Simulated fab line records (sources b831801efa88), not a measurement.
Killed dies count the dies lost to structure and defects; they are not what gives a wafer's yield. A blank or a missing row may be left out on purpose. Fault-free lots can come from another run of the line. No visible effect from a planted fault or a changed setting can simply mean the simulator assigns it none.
Code-filled problem report in 8D (eight disciplines) form | flow sky130 | the parts of the form that need people (team, actions taken, sign-off) are left out

1. WHAT IS WRONG
Wafers without a fault read 119.2 s, standard deviation 0.32; runLengthS at SKY_METAL2_SOFTBAKE_11 reads a mean of 116.6 s on 6 wafers belonging to 2 lots. That is -8.1 standard deviations from the usual mean.
The step: time 90 s.
The first sign was on wafer L348.1 at day 37 13:00, on lithoTrack-03. The record holds 39 wafers of 13 lots with a number at this step. By rule, "out" or "out of limits" means more than 4 standard deviations away from the usual mean. The other wafers with a number count as sound.

2. WHAT IT IS, WHAT IT ISN'T
question                    | is                            | is not
which readings at this step | runLengthS, heaterPowerTotalW | -
which lots                  | L348, L351                    | L340, L341, L342, L343, L344, L355, L357, L359, L360, L361, L362
which wafers of those lots  | all that have a number        | -
read on which tools         | lithoTrack-03                 | lithoTrack-02, lithoTrack-04
when                        | from day 37 13:00             | up to then (15 sound wafers); but 18 sound wafers of L355, L357, L359, L360, L361, L362 came after

3. WHAT RULES OUT EACH SUSPECT
Counting: any tool at a process step up to the reading is kept as a suspect provided that every lot that is out went through it and no sound lot did after the first of them.
- lithoTrack-03 at SKY_METAL2_SOFTBAKE_11 (time 90 s): ruled out as a lasting fault. After its first lot that is out, L348 (day 37 13:00), sound lots L360 ran on it.
Left after counting: nothing in the record.

4. THE CAUSE (what the simulator had put in)
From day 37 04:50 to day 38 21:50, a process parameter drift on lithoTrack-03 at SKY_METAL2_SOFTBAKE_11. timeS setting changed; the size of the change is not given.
Counting ruled it out, wrongly.

5. SEQUENCE OF EFFECTS, ordered by route
Each row: a reading where the mean over the struck wafers with a number is more than 3 standard deviations away from the usual. Only readings whose record carries a usual standard deviation are examined. hours: median over the lots of the time between each lot's start at the first step of this table that gives one and its start at this step. sigmas: the change, counted in usual standard deviations.
hours | step                   | reading           | usual   | on struck wafers | change | sigmas
0     | SKY_METAL2_SOFTBAKE_11 | heaterPowerTotalW | 57.35 W | 57.98            | +0.63  | +5.7
0     | SKY_METAL2_SOFTBAKE_11 | runLengthS        | 119.2 s | 116.6            | -2.6   | -8.1
Here are the process steps it includes:
- SKY_METAL2_SOFTBAKE_11: time 90 s.

6. HOW IT WOULD HAVE BEEN CAUGHT EARLIER
First out-of-limits reading in this record: day 37 13:00, which is 8 hours after fault onset at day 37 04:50.
